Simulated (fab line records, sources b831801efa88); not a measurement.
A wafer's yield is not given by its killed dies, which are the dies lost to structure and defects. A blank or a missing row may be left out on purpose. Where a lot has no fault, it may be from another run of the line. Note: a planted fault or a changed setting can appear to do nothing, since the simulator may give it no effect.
Split-lot trial	flow sfqLine	5 lots, 23 wafers read, on a route of 325 steps

== THE SPLIT ITSELF ==
At SFQ_TRILAYER_M2_BARC_OPEN_METAL_ETCH_077 (etches BARC in O2, target depth 125 nm, time 41.7 s), the setting timeS was moved away from the recipe's 41.7 s on 8 of the 23 wafers read, by -12.1% to -9.5%. All remaining wafers had this setting at the recipe value.

The split's own step is where the reading is taken.

== THE READING ==
oesProductAu, in a.u., at SFQ_TRILAYER_M2_BARC_OPEN_METAL_ETCH_077 (etches BARC in O2, target depth 125 nm, time 41.7 s). On this fab line, fault-free wafers typically give 0.685 a.u. with a standard deviation of 0.0041 a.u.

wafer	tool, chamber at the split	timeS as run, s	against the recipe	oesProductAu, a.u.	against lot-mates on the recipe
L076.1	rieMetal-01, 1	41.7	recipe	0.685	-
L076.3	rieMetal-01, 1	41.7	recipe	0.679	-
L076.5	rieMetal-01, 0	41.7	recipe	0.684	-
L077.1	rieMetal-04, 0	41.7	recipe	0.689	-
L077.2	rieMetal-04, 1	41.7	recipe	0.688	-
L077.3	rieMetal-04, 1	41.7	recipe	0.679	-
L077.5	rieMetal-04, 0	37.31	-10.5%	0.722	+0.037
L077.6	rieMetal-04, 1	37.31	-10.5%	0.722	+0.037
L078.1	rieMetal-01, 0	36.67	-12.1%	0.725	+0.041
L078.2	rieMetal-01, 1	36.67	-12.1%	0.724	+0.040
L078.3	rieMetal-01, 0	41.7	recipe	0.679	-
L078.5	rieMetal-01, 0	41.7	recipe	0.688	-
L078.6	rieMetal-01, 1	41.7	recipe	0.685	-
L083.2	rieMetal-02, 1	41.7	recipe	0.679	-
L083.3	rieMetal-02, 0	41.7	recipe	0.685	-
L083.4	rieMetal-02, 1	36.87	-11.6%	0.728	+0.045
L083.5	rieMetal-02, 0	41.7	recipe	0.684	-
L083.6	rieMetal-02, 1	36.87	-11.6%	0.722	+0.039
L085.1	rieMetal-01, 0	37.74	-9.5%	0.711	+0.023
L085.2	rieMetal-01, 1	37.74	-9.5%	0.723	+0.035
L085.3	rieMetal-01, 0	41.7	recipe	0.690	-
L085.5	rieMetal-01, 1	41.7	recipe	0.692	-
L085.6	rieMetal-01, 0	41.7	recipe	0.683	-

FIT RESULTS
A straight line over all 23 wafers: oesProductAu changes by -0.00343 a.u. for each +1% of timeS; r = -0.98; the points scatter about the line by 0.0041 a.u.
The same after taking each lot's own level away (the mean of its wafers on the recipe; 23 wafers): -0.00341 a.u. for each +1%; r = -0.98; scatter 0.0039 a.u.
The reading moves by 0.041 a.u. for the largest change in timeS, on that fit.
Across the lots, their own levels run from 0.6827 to 0.6883 a.u., a range of 1.4 times the standard deviation given above.
So the lot-to-lot level changes the slope little: the two slopes agree.
Check: with one of the wafers moved furthest among these (-12.1%) left out of the fit, the line predicts +0.0411 a.u. for it against its lot-mates. It came out at +0.041 a.u. against them.
Tool readings at the split's step, against how far the setting was moved: oesProductAu r = -0.98.

== THESE WAFERS: OTHER SPLITS ==
Other splits were also applied to these wafers ahead of the reading. Each is held against what the fit with the lots' levels taken away leaves over:
other split on the same wafers	wafers away from the commonest value	r with oesProductAu (lot level and that fit taken away)
SFQ_TRILAYER_I1_VIA_LITHO_EXPOSE_050 doseMj	8	-0.13
SFQ_TRILAYER_I1_VIA_ETCH_VIA_ETCH_052 sourceW	3	-0.13

== THE WHOLE CHAIN: every reading that the file lists as answering this split, in the file's order ==
step	what it does	reading	change (the file's fit)	r (the file's)
SFQ_TRILAYER_M2_BARC_OPEN_METAL_ETCH_077	etches BARC in O2, target depth 125 nm, time 41.7 s	oesProductAu	-0.00342 a.u. for each +1% of the setting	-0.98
SFQ_TRILAYER_M2_BARC_OPEN_METAL_ETCH_077	etches BARC in O2, target depth 125 nm, time 41.7 s	KrF_of_TRILAYER_M2_LITHO_COAT_057.thkNm (the simulator's own value, which no gauge read)	-0.544 nm for each +1% of the setting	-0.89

== FILE'S OWN FIT ==
oesProductAu changes by -0.00342 a.u. for each +1% of timeS, r = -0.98.
